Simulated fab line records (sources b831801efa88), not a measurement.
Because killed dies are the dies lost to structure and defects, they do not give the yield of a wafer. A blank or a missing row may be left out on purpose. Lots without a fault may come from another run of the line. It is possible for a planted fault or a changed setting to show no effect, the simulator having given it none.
Matching of chambers || flow gf180mcu || GF_V5_ETCH_16 on rie-diel-04 has 4 sister chambers
The step etches BARC in N2/H2. 8 wafers are shown with their chamber, then 7 later ones without.

## EACH WAFER AND ITS CHAMBER
{"wafer": "L682.6", "chamber": 2, "drypump-motor-current-A (A)": 5.6, "rf-fwd-power-W (W)": 492.2}
{"wafer": "L684.2", "chamber": 0, "drypump-motor-current-A (A)": 6.1, "rf-fwd-power-W (W)": 493.7}
{"wafer": "L684.4", "chamber": 2, "drypump-motor-current-A (A)": 5.6, "rf-fwd-power-W (W)": 490.2}
{"wafer": "L686.1", "chamber": 3, "drypump-motor-current-A (A)": 6.2, "rf-fwd-power-W (W)": 496.8}
{"wafer": "L686.2", "chamber": 0, "drypump-motor-current-A (A)": 6.0, "rf-fwd-power-W (W)": 496.5}
{"wafer": "L686.6", "chamber": 3, "drypump-motor-current-A (A)": 6.2, "rf-fwd-power-W (W)": 496.6}
{"wafer": "L690.2", "chamber": 1, "drypump-motor-current-A (A)": 5.6, "rf-fwd-power-W (W)": 495.4}
{"wafer": "L690.5", "chamber": 1, "drypump-motor-current-A (A)": 5.6, "rf-fwd-power-W (W)": 494.3}

## WAFERS WITHOUT THEIR CHAMBER
{"wafer": "L690.6", "drypump-motor-current-A (A)": 6.1, "rf-fwd-power-W (W)": 494.6}
{"wafer": "L694.1", "drypump-motor-current-A (A)": 5.7, "rf-fwd-power-W (W)": 496.0}
{"wafer": "L694.3", "drypump-motor-current-A (A)": 5.6, "rf-fwd-power-W (W)": 492.8}
{"wafer": "L694.4", "drypump-motor-current-A (A)": 6.2, "rf-fwd-power-W (W)": 497.0}
{"wafer": "L703.1", "drypump-motor-current-A (A)": 6.1, "rf-fwd-power-W (W)": 495.6}
{"wafer": "L703.4", "drypump-motor-current-A (A)": 6.2, "rf-fwd-power-W (W)": 495.1}
{"wafer": "L703.6", "drypump-motor-current-A (A)": 6.1, "rf-fwd-power-W (W)": 492.9}

## THE CHAMBER EACH PASSED THROUGH
{"wafer": "L690.6", "from the rows above": "can't be placed: 0 or 3", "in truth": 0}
{"wafer": "L694.1", "from the rows above": "can't be placed: 1 or 2", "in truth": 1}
{"wafer": "L694.3", "from the rows above": "can't be placed: 2 or 1", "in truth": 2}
{"wafer": "L694.4", "from the rows above": 3, "in truth": 3}
{"wafer": "L703.1", "from the rows above": "can't be placed: 0 or 3", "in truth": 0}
{"wafer": "L703.4", "from the rows above": 3, "in truth": 3}
{"wafer": "L703.6", "from the rows above": "can't be placed: 0 or 3", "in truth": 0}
Correct placement for 2 of the 7. From these rows, 5 cannot be placed; in 5 the true chamber is one of the candidates. Number placed wrongly: 0.
How it was worked out, from the rows above alone: a wafer's distance from a chamber is the root of the sum, over the readings, of the square of ((its reading less the chamber's mean) divided by the reading's scatter). The wafer belongs to the nearest chamber; if the next one is less than 2 further off, it can't be placed. The mean given for a chamber averages the wafers shown for that chamber. How the scatter is found: for the shown wafers, subtract from each reading the mean of its chamber, square and add these, divide the total by (wafers less chambers), then take the root.
